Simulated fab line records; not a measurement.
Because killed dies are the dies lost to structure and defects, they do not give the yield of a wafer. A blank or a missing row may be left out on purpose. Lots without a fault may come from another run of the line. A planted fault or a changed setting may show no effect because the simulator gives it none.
Lot-split experiment | flow sfqLine | 5 lots, 23 wafers read, on a route of 325 steps

== THE SPLIT ITSELF ==
At SFQ_TRILAYER_M6_LITHO_EXPOSE_160 (exposes mask M6, target cd 500 nm), the setting doseMj was moved away from the recipe's 14.4 on 12 of the 23 wafers read, by -6.9% to +5.7%. The other wafers ran this setting at the recipe's value.

== FROM THE SPLIT TO THE READING: what the file shows between them, 3 steps ==
- SFQ_TRILAYER_M6_LITHO_PEB_162: peb time 60 s
- SFQ_TRILAYER_M6_LITHO_DEVELOP_161: time 60 s
- SFQ_TRILAYER_M6_BARC_OPEN_METAL_ETCH_206: etches BARC in O2, target depth 125 nm, time 41.7 s

== THE READING ==
M6.cdNm (the simulator's own value, which no gauge read), in nm, at SFQ_TRILAYER_M6_ETCH_METAL_ETCH_162 (etches Nb in Cl2/Ar, stops on SiO2, target depth 240 nm, time 120 s). The file does not state a usual value for it. Average 499.5 nm, standard deviation 2 nm, over the 11 wafers here run with the recipe.

wafer  | tool, chamber at the split | doseMj as run | against the recipe | M6.cdNm, nm | against lot-mates on the recipe
L076.1 | krfScanner-01, 0           | 14.4          | recipe             | 500.7       | -
L076.2 | krfScanner-01, 0           | 13.4          | -6.9%              | 509.8       | +10.9
L076.3 | krfScanner-01, 0           | 14.4          | recipe             | 497.2       | -
L076.4 | krfScanner-01, 0           | 13.4          | -6.9%              | 514         | +15.1
L076.5 | krfScanner-01, 0           | 13.4          | -6.9%              | 510         | +11.1
L077.1 | krfScanner-02, 0           | 15.22         | +5.7%              | 489.8       | -8.8
L077.2 | krfScanner-02, 0           | 14.4          | recipe             | 497.8       | -
L077.4 | krfScanner-02, 0           | 15.22         | +5.7%              | 487.6       | -11.0
L077.5 | krfScanner-02, 0           | 14.4          | recipe             | 499.5       | -
L077.6 | krfScanner-02, 0           | 15.22         | +5.7%              | 487.7       | -10.9
L078.1 | krfScanner-02, 0           | 14.4          | recipe             | 498.6       | -
L078.2 | krfScanner-02, 0           | 13.84         | -3.9%              | 508.3       | +9.8
L078.3 | krfScanner-02, 0           | 13.84         | -3.9%              | 504.7       | +6.2
L078.4 | krfScanner-02, 0           | 13.84         | -3.9%              | 508.9       | +10.4
L078.6 | krfScanner-02, 0           | 14.4          | recipe             | 498.4       | -
L082.2 | krfScanner-02, 0           | 14.4          | recipe             | 496.6       | -
L082.4 | krfScanner-02, 0           | 14.4          | recipe             | 502.9       | -
L082.6 | krfScanner-02, 0           | 14.4          | recipe             | 502.7       | -
L083.2 | krfScanner-02, 0           | 14.4          | recipe             | 500.3       | -
L083.3 | krfScanner-02, 0           | 14.4          | recipe             | 500.1       | -
L083.4 | krfScanner-02, 0           | 15.15         | +5.2%              | 490.8       | -9.4
L083.5 | krfScanner-02, 0           | 15.15         | +5.2%              | 491.7       | -8.5
L083.6 | krfScanner-02, 0           | 15.15         | +5.2%              | 492.1       | -8.1

FIT RESULTS
A straight line over all 23 wafers: M6.cdNm changes by -1.77 nm for each +1% of doseMj; r = -0.97; the points scatter about the line by 1.9 nm.
The same after taking each lot's own level away (the mean of its wafers on the recipe; 23 wafers): -1.82 nm for each +1%; r = -0.97; scatter 1.8 nm.
According to that fit, moving doseMj by its largest amount changes the reading by 13 nm.
Across the lots, their own levels run from 498.50 to 500.73 nm, a range of 1.1 times the standard deviation given above.
The two slopes are in agreement: the lot-to-lot level therefore moves the slope only a little.
Check: for one of the wafers moved furthest among these (-6.9%), held out of the fit, the line's prediction against its lot-mates is +13.4 nm. Against them it came out at +10.9 nm.

== OTHER SPLITS APPLIED TO THESE WAFERS ==
Before the reading, these wafers also passed through other splits. Each is held against what the fit with the lots' levels taken away leaves over:
other split on the same wafers                 | wafers away from the commonest value | r with M6.cdNm (lot level and that fit taken away)
SFQ_TRILAYER_I3_VIA_LITHO_COAT_085 resistThkNm | 4                                    | -0.07
SFQ_TRILAYER_M4_LITHO_PEB_096 pebTempC         | 6                                    | +0.14
SFQ_TRILAYER_M5_LITHO_EXPOSE_124 doseMj        | 5                                    | +0.25
SFQ_TRILAYER_M5_ETCH_METAL_ETCH_126 icpW       | 10                                   | +0.06
SFQ_TRILAYER_R5_LITHO_EXPOSE_137 doseMj        | 11                                   | +0.02
SFQ_TRILAYER_R5_ETCH_METAL_ETCH_139 timeS      | 10                                   | +0.19
SFQ_TRILAYER_C5_LITHO_EXPOSE_152 doseMj        | 9                                    | +0.15

== THE WHOLE CHAIN: every reading that the file lists as answering this split, in the file's order ==
step                                     | what it does                                                        | reading                                                  | change (the file's fit)              | r (the file's)
SFQ_TRILAYER_M6_BARC_OPEN_METAL_ETCH_206 | etches BARC in O2, target depth 125 nm, time 41.7 s                 | M6.cdNm (the simulator's own value, which no gauge read) | -1.71 nm for each +1% of the setting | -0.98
SFQ_TRILAYER_M6_ETCH_METAL_ETCH_162      | etches Nb in Cl2/Ar, stops on SiO2, target depth 240 nm, time 120 s | M6.cdNm (the simulator's own value, which no gauge read) | -1.82 nm for each +1% of the setting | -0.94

== FILE'S OWN FIT ==
M6.cdNm changes by -1.82 nm for each +1% of doseMj, r = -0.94.
